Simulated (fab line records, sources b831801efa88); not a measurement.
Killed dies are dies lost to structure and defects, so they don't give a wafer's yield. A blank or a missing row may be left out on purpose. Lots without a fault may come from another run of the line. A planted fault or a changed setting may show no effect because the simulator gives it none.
Which tool did it? | flow sky130 | 12 lots, 36 wafers sampled, at 4 steps of a route of 708

WHAT THE GAUGES READ, wafer by wafer
SKY_NWELL_RS_MEAS_29: measures by four-point-probe.
lot  | measured     | on            | NWELL_RS (ohm/sq)
L217 | day 5 15:42  | film_metro-01 | 625.3 625.0 625.3
L218 | day 5 18:26  | film_metro-01 | 625.5 624.6 624.6
L219 | day 5 18:50  | film_metro-04 | 622.7 625.6 625.5
L220 | day 5 21:20  | film_metro-04 | 626.3 624.7 626.6
L221 | day 6 01:46  | film_metro-01 | 623.7 625.1 622.3
L222 | day 6 12:43  | film_metro-03 | 628.6 626.4 627.7
L224 | day 7 00:58  | film_metro-04 | 625.1 624.1 624.5
L228 | day 8 14:55  | film_metro-04 | 624.1 625.8 625.5
L236 | day 10 05:46 | film_metro-01 | 626.0 625.1 624.3
L238 | day 10 12:20 | film_metro-01 | 623.4 622.5 625.0
L239 | day 10 20:19 | film_metro-01 | 621.3 621.9 620.6
L240 | day 11 04:23 | film_metro-04 | 624.9 625.5 624.6

SKY_METAL3_CD_MEAS_13: target cd 300 nm.
lot  | measured     | on        | cd_nm (nm)
L217 | day 38 23:10 | cd_sem-01 | 300.4 300.8 299.9
L218 | day 39 00:56 | cd_sem-02 | 299.4 298.7 299.6
L219 | day 39 04:10 | cd_sem-01 | 298.5 299.6 298.9
L220 | day 39 07:51 | cd_sem-01 | 296.6 297.1 297.7
L221 | day 39 12:13 | cd_sem-01 | 301.3 300.2 300.0
L222 | day 40 04:40 | cd_sem-02 | 299.5 299.8 301.0
L224 | day 40 18:13 | cd_sem-01 | 298.1 299.0 297.1
L228 | day 42 10:37 | cd_sem-01 | 301.0 301.7 300.2
L236 | day 43 23:43 | cd_sem-01 | 299.0 301.2 300.8
L238 | day 44 12:55 | cd_sem-01 | 300.2 300.2 300.3
L239 | day 44 16:07 | cd_sem-01 | 299.9 301.7 300.8
L240 | day 44 21:53 | cd_sem-01 | 302.0 302.8 302.5

WHICH TOOL RAN EACH LOT (tool, then ch and the chambers of the sampled wafers, then the start)
lot  | SKY_LI_CONTACT_ETCH_14             | SKY_METAL2_SPUTTER_03
L217 | rie_diel-04 ch 0,2,3, day 29 13:44 | pvd_sputter-04, day 34 11:16
L218 | rie_diel-04 ch 0,2,3, day 29 15:34 | pvd_sputter-03, day 34 11:55
L219 | rie_diel-03 ch 0,3, day 29 21:10   | pvd_sputter-04, day 34 15:50
L220 | rie_diel-04 ch 0,1, day 30 02:02   | pvd_sputter-03, day 34 20:57
L221 | rie_diel-04 ch 2,3, day 30 05:38   | pvd_sputter-03, day 35 01:26
L222 | rie_diel-02 ch 0,1, day 31 00:11   | pvd_sputter-03, day 35 18:41
L224 | rie_diel-03 ch 0,1,3, day 31 16:22 | pvd_sputter-01, day 36 09:18
L228 | rie_diel-02 ch 1,2,3, day 33 12:12 | pvd_sputter-01, day 38 04:19
L236 | rie_diel-04 ch 0,3, day 35 08:49   | pvd_sputter-03, day 39 22:50
L238 | rie_diel-02 ch 1,2,3, day 36 00:40 | pvd_sputter-04, day 40 13:08
L239 | rie_diel-04 ch 0,2,3, day 36 02:49 | pvd_sputter-03, day 40 17:07
L240 | rie_diel-03 ch 0,3, day 36 10:01   | pvd_sputter-03, day 41 00:46
- SKY_LI_CONTACT_ETCH_14: etches BARC in N2/H2, stops on SiO2, time 45.9 s, target depth 60 nm.
- SKY_METAL2_SPUTTER_03: material Ti, target thk 5 nm, time 3.3 s.

WHAT THE TOOLS THEMSELVES READ (means of the sampled wafers that have a number; where no wafer has one, the mark that the record gives instead)
SKY_LI_CONTACT_ETCH_14.
lot  | tool        | chamber_pressure_mTorr (mTorr) | drypump_motor_current_A (A) | oes_product_au (a.u.) | throttle_valve_pct (%)
L217 | rie_diel-04 | 30.012                         | 5.8                         | 0.852                 | 13.223
L218 | rie_diel-04 | 30.007                         | 5.8                         | 0.853                 | 13.226
L219 | rie_diel-03 | 30.007                         | 5.9                         | 0.852                 | 13.221
L220 | rie_diel-04 | 30.007                         | 5.9                         | 0.854                 | 13.222
L221 | rie_diel-04 | 29.984                         | 6.0                         | 0.852                 | 13.229
L222 | rie_diel-02 | 29.988                         | 5.5                         | 0.853                 | 13.220
L224 | rie_diel-03 | 30.020                         | 5.7                         | 0.855                 | 13.223
L228 | rie_diel-02 | 30.007                         | 5.8                         | 0.842                 | 13.227
L236 | rie_diel-04 | 29.983                         | 5.8                         | 0.853                 | 13.222
L238 | rie_diel-02 | 29.996                         | 5.8                         | 0.855                 | 13.224
L239 | rie_diel-04 | 29.989                         | 5.7                         | 0.857                 | 13.226
L240 | rie_diel-03 | 29.997                         | 5.9                         | 0.857                 | 13.222

SKY_METAL2_SPUTTER_03.
lot  | tool           | throttle_valve_pct (%)
L217 | pvd_sputter-04 | 30.3
L218 | pvd_sputter-03 | 30.1
L219 | pvd_sputter-04 | 29.5
L220 | pvd_sputter-03 | 28.9
L221 | pvd_sputter-03 | 30.5
L222 | pvd_sputter-03 | 28.6
L224 | pvd_sputter-01 | 30.3
L228 | pvd_sputter-01 | 30.4
L236 | pvd_sputter-03 | 29.1
L238 | pvd_sputter-04 | 30.2
L239 | pvd_sputter-03 | 29.7
L240 | pvd_sputter-03 | 30.2

THE ANSWER, worked out from the rows above alone
Rule: what is usual is taken from the lots themselves. Put in order of their means at a reading, lots are off if they are a third of the lots or fewer, leave a main group of 4 or more, and stand apart from it by a gap of 3 or more times the standard deviation of the main group's means; of several such gaps the widest counts. A main group whose means are all the same, to the digits that the tables above print for the reading, isn't used. A lot without any number at a reading at which 4 lots or more have one is off too. The other lots that the step has rows for count as sound. The gauges are gone through in route order, then the tools' own readings, and for those a lot's mean is taken as printed above. The first step at which some lot is off is used, and at that step the reading that is off furthest; a lot without a number counts as furthest.
Off: L228, at SKY_LI_CONTACT_ETCH_14 (oes_product_au). The main group: mean 0.854 a.u., standard deviation 0.0018.
A tool fits if, at that step or a process step before it, it ran every lot that is off, and no sound lot after the first of them. None of those tried fits.

WHAT THE SIMULATOR HAD PUT IN
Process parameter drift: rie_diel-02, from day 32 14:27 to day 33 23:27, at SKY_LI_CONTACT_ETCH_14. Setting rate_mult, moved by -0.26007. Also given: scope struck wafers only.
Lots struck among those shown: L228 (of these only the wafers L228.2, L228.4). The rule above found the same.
